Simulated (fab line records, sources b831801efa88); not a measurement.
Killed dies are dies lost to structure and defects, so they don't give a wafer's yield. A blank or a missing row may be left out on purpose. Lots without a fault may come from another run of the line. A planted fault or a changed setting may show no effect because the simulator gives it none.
fab line records | flow sky130
record lots=5 wafers=15 last_day=49
route steps=708 shown METAL2@483
lots that met no fault: from a run of the same line without faults
start_h: hours from the record's first day to the start of the lot's first wafer shown | wait_h: hours since the lot's step before | " the same as in the row above | L1.1+2: a row that stands for several wafers | - no value, or no start given | * or withheld: withheld | < > ~ a bound
route shown NAME@n: a module of which the file shows steps, and the number in the route of the first | usual: mean/standard deviation of fault-free wafers | same: alike in all rows | chamber/n: place in a boat | sites: the reading at each site | _std_site: their standard deviation | _edge_site: outer sites' mean less inner sites' | radius_mm: how far each site lies from the wafer's centre | mask NAME#n: copy n | behind: the tool/chamber that last shaped the wafer | hold: why the lot was held/for how many hours/how that ended | device: the transistor (n, p or np) that didn't switch | end of line: the same wafers' tests at the end of the route | a step without rows: its recipe alone | killed: dies lost to structure and defects at the first sort, not the wafer's yield | map: a wafer's dies, x killed, . not, _ none there
set.NAME: the setting as run; set.NAME@STEP: as run at that earlier step | model.NAME: the simulator's own value behind a step, which no gauge read
lots at some steps of the route; a table a step, a row a wafer
services: from which hour (start_h, from the record's first day; less than 0 if before it) a tool's chamber was out of use, for how many hours, and why
## steps
# step SKY_METAL2_SPUTTER_00
# recipe material=Ti target_thk_nm=15 power_w=3000 time_s=10 chamber_pressure_pa=0.4
# usual throttle_valve_pct=29.8/0.85
# columns lot.wafer tool chamber start_h wait_h throttle_valve_pct
L078.4 pvd_sputter-02 - 836.66 0.1 29.4
L078.5 " - " " 30.3
L078.6 " - " " 29.3
L080.1 pvd_sputter-02 - 859.69 0.2 29.5
L080.3 " - " " 29.5
L080.4 " - " " 29.4
L084.1 pvd_sputter-01 - 883.32 0.2 29.7
L084.4 " - " " 30.8
L084.5 " - " " 29.9
L088.2 pvd_sputter-02 - 920.52 0.2 29.5
L088.3 " - " " 30.4
L088.5 " - " " 29.5
L089.1 pvd_sputter-01 - 928.13 0.1 30.7
L089.2 " - " " 30.1
L089.4 " - " " 28.8
# step SKY_METAL2_SPUTTER_01
# recipe material=TiN target_thk_nm=20 power_w=6500 time_s=16.7 chamber_pressure_pa=0.4
# usual throttle_valve_pct=29.8/0.86
# columns lot.wafer tool chamber start_h wait_h throttle_valve_pct
L078.4 pvd_sputter-02 - 836.68 0.0 29.4
L078.5 " - " " 30.2
L078.6 " - " " 29.5
L080.1 pvd_sputter-02 - 859.72 0.0 29.5
L080.3 " - " " 29.1
L080.4 " - " " 29.1
L084.1 pvd_sputter-01 - 883.34 0.0 29.9
L084.4 " - " " 30.5
L084.5 " - " " 30.1
L088.2 pvd_sputter-02 - 920.54 0.0 29.6
L088.3 " - " " 30.5
L088.5 " - " " 29.4
L089.1 pvd_sputter-01 - 928.15 0.0 30.8
L089.2 " - " " 30.0
L089.4 " - " " 28.8
# step SKY_METAL2_SPUTTER_02
# recipe material=AlCu target_thk_nm=250 power_w=10600 time_s=13.3 chamber_pressure_pa=0.4
# usual throttle_valve_pct=29.8/0.87
# columns lot.wafer tool chamber start_h wait_h throttle_valve_pct
L078.4 pvd_sputter-02 - 836.70 0.0 29.6
L078.5 " - " " 30.5
L078.6 " - " " 29.4
L080.1 pvd_sputter-02 - 859.74 0.0 29.6
L080.3 " - " " 29.7
L080.4 " - " " 29.3
L084.1 pvd_sputter-01 - 883.37 0.0 30.2
L084.4 " - " " 30.7
L084.5 " - " " 30.1
L088.2 pvd_sputter-02 - 920.57 0.0 29.3
L088.3 " - " " 30.3
L088.5 " - " " 29.4
L089.1 pvd_sputter-01 - 928.18 0.0 31.0
L089.2 " - " " 30.1
L089.4 " - " " 28.8
# step SKY_METAL2_SPUTTER_03
# recipe material=Ti target_thk_nm=5 power_w=3000 time_s=3.3 chamber_pressure_pa=0.4
# usual throttle_valve_pct=29.8/0.86
# columns lot.wafer tool chamber start_h wait_h throttle_valve_pct
L078.4 pvd_sputter-02 - 836.73 0.0 29.4
L078.5 " - " " 30.2
L078.6 " - " " 29.5
L080.1 pvd_sputter-02 - 859.77 0.0 29.6
L080.3 " - " " 29.3
L080.4 " - " " 29.5
L084.1 pvd_sputter-01 - 883.39 0.0 30.2
L084.4 " - " " 31.0
L084.5 " - " " 30.4
L088.2 pvd_sputter-02 - 920.59 0.0 29.4
L088.3 " - " " 30.2
L088.5 " - " " 29.3
L089.1 pvd_sputter-01 - 928.20 0.0 31.1
L089.2 " - " " 30.4
L089.4 " - " " 28.9
# step SKY_METAL2_SPUTTER_04
# recipe material=TiN target_thk_nm=70 power_w=6500 time_s=58.3 chamber_pressure_pa=0.4
# usual throttle_valve_pct=29.8/0.87
# columns lot.wafer tool chamber start_h wait_h throttle_valve_pct
L078.4 pvd_sputter-02 - 836.75 0.0 29.6
L078.5 " - " " 30.4
L078.6 " - " " 29.5
L080.1 pvd_sputter-02 - 859.78 0.0 29.5
L080.3 " - " " 29.6
L080.4 " - " " 29.4
L084.1 pvd_sputter-01 - 883.41 0.0 30.0
L084.4 " - " " 31.0
L084.5 " - " " 30.3
L088.2 pvd_sputter-02 - 920.61 0.0 29.5
L088.3 " - " " 30.2
L088.5 " - " " 29.3
L089.1 pvd_sputter-01 - 928.22 0.0 31.0
L089.2 " - " " 30.2
L089.4 " - " " 28.6
# step SKY_METAL2_RS_MEAS_05
# recipe thk_meas_gauge=four-point-probe reads=TiN_of_METAL2_SPUTTER_04+Ti_of_METAL2_SPUTTER_03+AlCu_of_METAL2_SPUTTER_02+TiN_of_METAL2_SPUTTER_01+Ti_of_METAL2_SPUTTER_00
# usual METAL2_ALCU_RS=0.1277/0.0017
# columns lot.wafer tool chamber start_h wait_h METAL2_ALCU_RS[ohm/sq]
L078.4 film_metro-02 - 836.86 0.1 0.1277
L078.5 " - " " 0.1274
L078.6 " - " " 0.1262
L080.1 film_metro-01 - 859.83 0.0 0.1281
L080.3 " - " " 0.1266
L080.4 " - " " 0.1272
L084.1 film_metro-04 - 883.46 0.0 0.1277
L084.4 " - " " 0.1277
L084.5 " - " " 0.1274
L088.2 film_metro-01 - 920.68 0.0 0.1268
L088.3 " - " " 0.1266
L088.5 " - " " 0.1273
L089.1 film_metro-04 - 928.27 0.0 0.1278
L089.2 " - " " 0.1280
L089.4 " - " " 0.1298
# step SKY_METAL2_THK_MEAS_06
# recipe thk_meas_gauge=xrf reads=AlCu_of_METAL2_SPUTTER_02
# usual METAL2_ALCU_THK=252/4.2
# columns lot.wafer tool chamber start_h wait_h METAL2_ALCU_THK[nm]
L078.4 film_metro-02 - 836.95 0.1 252
L078.5 " - " " 254
L078.6 " - " " 256
L080.1 film_metro-01 - 859.95 0.1 250
L080.3 " - " " 254
L080.4 " - " " 250
L084.1 film_metro-04 - 883.58 0.1 255
L084.4 " - " " 253
L084.5 " - " " 254
L088.2 film_metro-01 - 920.79 0.1 250
L088.3 " - " " 253
L088.5 " - " " 248
L089.1 film_metro-04 - 928.39 0.1 253
L089.2 " - " " 252
L089.4 " - " " 246
# step SKY_METAL2_DEHYDRATE_07
# recipe temp_c=200 time_s=60
# columns lot.wafer tool chamber start_h wait_h
L078.4+5+6 litho_track-03 0 849.30 12.3
L080.1+3+4 litho_track-04 0 870.71 10.7
L084.1+4+5 litho_track-01 0 895.69 12.1
L088.2+3+5 litho_track-03 0 932.95 12.2
L089.1+2+4 litho_track-03 0 941.22 12.8
# step SKY_METAL2_HMDS_08
# recipe prime_time_s=60 prime_temp_c=120
# columns lot.wafer tool chamber start_h wait_h
L078.4+5+6 litho_track-03 0 849.45 0.1
L080.1+3+4 litho_track-04 0 870.86 0.1
L084.1+4+5 litho_track-01 0 895.84 0.1
L088.2+3+5 litho_track-03 0 933.10 0.1
L089.1+2+4 litho_track-03 0 941.37 0.1
# step SKY_METAL2_COAT_09
# recipe resist=BARC temp_c=withheld time_s=withheld spin_rpm=3000 resist_thk_nm=60
# columns lot.wafer tool chamber start_h wait_h
L078.4+5+6 litho_track-03 0 849.60 0.1
L080.1+3+4 litho_track-04 0 871.01 0.1
L084.1+4+5 litho_track-01 0 895.99 0.1
L088.2+3+5 litho_track-03 0 933.25 0.1
L089.1+2+4 litho_track-03 0 941.52 0.1
# step SKY_METAL2_COAT_10
# recipe resist=KrF-thick spin_rpm=3000 resist_thk_nm=450
# columns lot.wafer tool chamber start_h wait_h
L078.4+5+6 litho_track-03 0 - -
L080.1+3+4 litho_track-04 0 - -
L084.1+4+5 litho_track-01 0 - -
L088.2+3+5 litho_track-03 0 - -
L089.1+2+4 litho_track-03 0 - -
# step SKY_METAL2_SOFTBAKE_11
# recipe temp_c=100 time_s=90 resist=KrF-thick
# columns lot.wafer tool chamber start_h wait_h
L078.4+5+6 litho_track-03 0 - -
L080.1+3+4 litho_track-04 0 - -
L084.1+4+5 litho_track-01 0 - -
L088.2+3+5 litho_track-03 0 - -
L089.1+2+4 litho_track-03 0 - -
# step SKY_METAL2_EXPOSE_12
# recipe mask_id=MM2 na=0.8 source_shape=annular sigma_inner=0.55 sigma_outer=0.85 target_cd_nm=140 dose_mj=28
# columns lot.wafer tool chamber start_h wait_h mask
L078.4+5+6 krf_scanner-01 0 - - MM2#0
L080.1+3+4 krf_scanner-01 0 - - MM2#0
L084.1+4+5 krf_scanner-02 0 - - MM2#0
L088.2+3+5 krf_scanner-02 0 - - MM2#0
L089.1+2+4 krf_scanner-02 0 - - MM2#0
# step SKY_METAL2_PEB_13
# recipe peb_temp_c=withheld peb_time_s=withheld resist=KrF-thick
# columns lot.wafer tool chamber start_h wait_h
L078.4+5+6 litho_track-01 0 - -
L080.1+3+4 litho_track-04 0 - -
L084.1+4+5 litho_track-01 0 - -
L088.2+3+5 litho_track-01 0 - -
L089.1+2+4 litho_track-03 0 - -
# step SKY_METAL2_DEVELOP_14
# recipe develop_time_s=60 resist=KrF-thick dev_temp_c=21
# columns lot.wafer tool chamber start_h wait_h
L078.4+5+6 litho_track-01 0 - -
L080.1+3+4 litho_track-04 0 - -
L084.1+4+5 litho_track-01 0 - -
L088.2+3+5 litho_track-01 0 - -
L089.1+2+4 litho_track-03 0 - -
# step SKY_METAL2_CD_MEAS_15
# recipe target_cd_nm=140
# usual cd_nm=140.6/1.6
# columns lot.wafer tool chamber start_h wait_h cd_nm
L078.4 cd_sem-01 - 863.60 - 139.4
L078.5 " - " " 141.1
L078.6 " - " " 138.1
L080.1 cd_sem-01 - 884.71 - 139.4
L080.3 " - " " 138.1
L080.4 " - " " 140.1
L084.1 cd_sem-02 - 908.99 - 142.4
L084.4 " - " " 142.0
L084.5 " - " " 143.3
L088.2 cd_sem-02 - 946.46 - 143.1
L088.3 " - " " 144.2
L088.5 " - " " 143.2
L089.1 cd_sem-01 - 953.28 - 138.7
L089.2 " - " " 140.4
L089.4 " - " " 140.3
# step SKY_METAL2_OVL_MEAS_16
# usual METAL2_OVL=-2/6.3
# columns lot.wafer tool chamber start_h wait_h METAL2_OVL[nm]
L078.4 overlay-02 - 863.68 0.1 1
L078.5 " - " " 12
L078.6 " - " " 5
L080.1 overlay-01 - 884.83 0.1 -9
L080.3 " - " " -6
L080.4 " - " " -6
L084.1 overlay-02 - 909.11 0.1 2
L084.4 " - " " 9
L084.5 " - " " -5
L088.2 overlay-02 - 946.57 0.1 -2
L088.3 " - " " -4
L088.5 " - " " -6
L089.1 overlay-02 - 953.40 0.1 -1
L089.2 " - " " 5
L089.4 " - " " -8
# step SKY_METAL2_DESCUM_17
# recipe chemistry=O2 source_power_w=150 bias_power_w=0 pressure_mtorr=10 temp_c=40 time_s=8
# usual chamber_pressure_mTorr=10.000/0.009 drypump_motor_current_A=5.6/0.42 oes_product_au=0.994/0.012
# columns lot.wafer tool chamber start_h wait_h chamber_pressure_mTorr drypump_motor_current_A oes_product_au rf_hours_counter_h
L078.4 rie_metal-01 0 863.71 0.0 9.999 5.3 0.991 -
L078.5 " 1 " " 9.995 5.9 1.006 -
L078.6 " 0 " " 10.001 5.3 0.986 -
L080.1 rie_metal-03 0 884.87 0.0 9.982 5.1 0.983 8
L080.3 " 0 " " 10.016 5.1 0.978 -
L080.4 " 0 " " 10.010 5.1 0.979 -
L084.1 rie_metal-02 0 909.15 0.0 10.011 6.2 0.983 11
L084.4 " 0 " " 10.006 6.2 0.986 -
L084.5 " 1 " " 10.005 5.8 1.002 -
L088.2 rie_metal-03 1 946.60 0.0 9.991 5.1 1.011 1
L088.3 " 0 " " 10.006 5.2 0.985 -
L088.5 " 0 " " 9.994 5.2 1.002 -
L089.1 rie_metal-02 1 953.43 0.0 10.003 5.8 1.012 14
L089.2 " 1 " " 9.997 5.8 1.010 -
L089.4 " 1 " " 9.991 5.8 1.004 -
## services
# columns tool chamber start_h hours kind
pvd_sputter-01 - 815.64 29.9 repair
rie_metal-03 0 815.74 13.8 repair
rie_metal-01 1 817.48 8.2 repair
pvd_sputter-02 - 819.87 9.2 repair
krf_scanner-02 - 820.09 0.8 pm
pvd_sputter-02 - 825.27 1.7 repair
krf_scanner-01 - 840.06 1.0 pm
krf_scanner-02 - 848.50 1.0 pm
rie_metal-03 1 881.62 - clean
rie_metal-03 1 881.62 17.6 scheduled_down
rie_metal-03 1 881.62 17.6 vent_cycle
krf_scanner-02 0 887.20 - calibration
krf_scanner-01 - 895.41 4.4 pm
rie_metal-02 - 895.60 1.4 pm
krf_scanner-01 - 899.78 4.0 pm
krf_scanner-01 - 903.80 0.8 pm
krf_scanner-02 - 907.80 1.3 pm
krf_scanner-02 - 912.64 3.6 pm
pvd_sputter-02 3 928.43 - consumable_replace:kit
pvd_sputter-02 3 928.43 18.0 scheduled_down
pvd_sputter-02 3 928.43 18.0 vent_cycle
rie_metal-02 0 937.71 21.2 repair
krf_scanner-02 - 938.29 4.0 pm
krf_scanner-01 - 940.73 4.3 repair
## key
fault none
